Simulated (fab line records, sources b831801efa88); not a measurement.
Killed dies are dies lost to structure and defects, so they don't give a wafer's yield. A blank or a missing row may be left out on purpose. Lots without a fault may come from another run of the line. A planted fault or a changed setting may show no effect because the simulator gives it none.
A struck lot beside a sound one | flow sky130 | 15 steps out of a route of 708
Sound: wafers L170.2, L170.4, L170.5. Struck: wafers L177.1, L177.5, L177.6. The cause comes at the end.
At each step with rows: each side's tool, then ch and its chambers, then its first start. Under that, the readings that differ: sound wafers | struck wafers | difference of the means | sigmas: that difference in standard deviations of wafers without a fault.
alike: readings whose means differ by less than 2 such deviations, and words and numbers that are the same on both sides. not compared: withheld readings, readings that some wafer has no value for, bounds like >300 that may hide the same value, and numbers for which the record gives no deviation and whose values overlap.
The two part at a step that has a row with sigmas, a row that says differs or no value, or rows on one side only. Numbers that don't overlap but have no deviation are shown without sigmas and don't part them. A reading that every wafer of one side lacks parts them only if that side has two wafers or more.

first, 6 steps without rows for these wafers: SKY_METAL3_COAT_07 (resist thk 60 nm); SKY_METAL3_COAT_08 (resist thk 1140 nm); SKY_METAL3_SOFTBAKE_09 (time 90 s); SKY_METAL3_EXPOSE_10 (exposes mask MM3, target cd 300 nm); SKY_METAL3_PEB_11; SKY_METAL3_DEVELOP_12 (develop time 60 s).
SKY_METAL3_CD_MEAS_13: target cd 300 nm.
  sound on cd_sem-01, day 39 11:04; struck on cd_sem-02, day 41 11:56
  alike: cd_nm
SKY_METAL3_OVL_MEAS_14:
  sound on overlay-02, day 39 11:10; struck on overlay-01, day 41 12:04
  alike: METAL3_OVL
SKY_METAL3_DESCUM_15: chemistry O2, time 8 s.
  sound on rie_metal-01 ch 0,1, day 39 11:12; struck on rie_metal-01 ch 0,1, day 41 12:06
  alike: drypump_motor_current_A, oes_product_au
  not compared: rf_hours_counter_h
SKY_METAL3_ETCH_16: etches BARC in N2/H2, stops on SiO2, time 88.2 s, target depth 60 nm.
  sound on rie_metal-01 ch 0,1, day 39 11:14; struck on rie_metal-01 ch 0,1, day 41 12:08
  alike: drypump_motor_current_A, n2_flow_sccm, oes_product_au, throttle_valve_pct
  not compared: rf_hours_counter_h
SKY_METAL3_ETCH_17: etches SiO2 in C4F8/O2/Ar, stops on TiN, time 3.9 s, target depth 15 nm.
  sound on rie_diel-03 ch 2,3, day 39 11:20; struck on rie_diel-01 ch 0,2,3, day 41 12:14
  alike: oes_product_au
  not compared: rf_hours_counter_h
SKY_METAL3_METAL_ETCH_18: etches the open film in Cl2/BCl3, stops on SiO2, target depth 845 nm, time 183.1 s.
  sound on rie_metal-03 ch 0,1, day 39 11:20; struck on rie_metal-04 ch 0,1, day 41 12:14
  alike: drypump_motor_current_A, oes_product_au, throttle_valve_pct
  not compared: rf_hours_counter_h
SKY_METAL3_STRIP_19: strips in O2/N2.
  sound on plasma_asher-01 ch 0,1, day 39 11:31; struck on plasma_asher-02 ch 0,1, day 41 12:25
  no value came back on the struck wafers for any of 6 readings (chamber_pressure_mTorr (mTorr), drypump_motor_current_A (A) and others); on the sound wafers chamber_pressure_mTorr (mTorr) reads 1496.9 1500.5 1497.5
  reading                                       | sound | struck            | difference | sigmas
  model.KrF-thick_of_METAL3_COAT_08.thk_nm (nm) | 0 0 0 | 515.9 533.7 520.2 | +523.3     |
  not compared: rf_hours_counter_h
then, 1 step without rows for these wafers: SKY_METAL3_STRIP_20 (strips in post etch residue remover, time 1200 s).
-- the record jumps here: 7 days lie between the struck wafers' starts before and after (it left off in module METAL3 and takes up again in module PAD_OPEN, whose first step shown is number 708 of the route) --
SKY_PAD_OPEN_PROBE_99:
  sound on prober-02, day 46 10:53; struck on prober-01, day 48 04:54
  reading                  | sound          | struck                                                               | difference                   | sigmas
  hold                     | - - -          | await_dispo/4.7h/scrap await_dispo/4.7h/scrap await_dispo/4.7h/scrap | no value on the sound wafers |
  defect_limited_yield (%) | 82.5 83.5 80.3 | 0 0 0                                                                | -82                          | -48
  killed_at_M0_to_M3       | 43 37 47       | 451 451 446                                                          | +407                         | +61
  killed_at_M4_up          | 1 5 1          | 7 7 4                                                                | +4                           | +2
  killed_dies              | 86 81 97       | 492 492 492                                                          | +404                         | +48
  killed_on_rim            | 11 18 23       | 96 96 96                                                             | +79                          | +20
  sort_bin_5_function (%)  | 10.6 8.9 10.8  | 92.9 92.5 91.3                                                       | +82.1                        | +51
  sort_n_pass              | 406 411 395    | 0 0 0                                                                | -404                         | -48
  sort_yield_pct (%)       | 82.5 83.5 80.3 | 0 0 0                                                                | -82                          | -48
  alike: killed_at_contacts, killed_at_front_end, killed_at_other, killed_open, killed_short, sort_bin_3_pad_short, sort_bin_6_memory

WHERE THEY PART
First at SKY_METAL3_STRIP_19; last, within this record, at SKY_PAD_OPEN_PROBE_99.

WHY: what the simulator had put in
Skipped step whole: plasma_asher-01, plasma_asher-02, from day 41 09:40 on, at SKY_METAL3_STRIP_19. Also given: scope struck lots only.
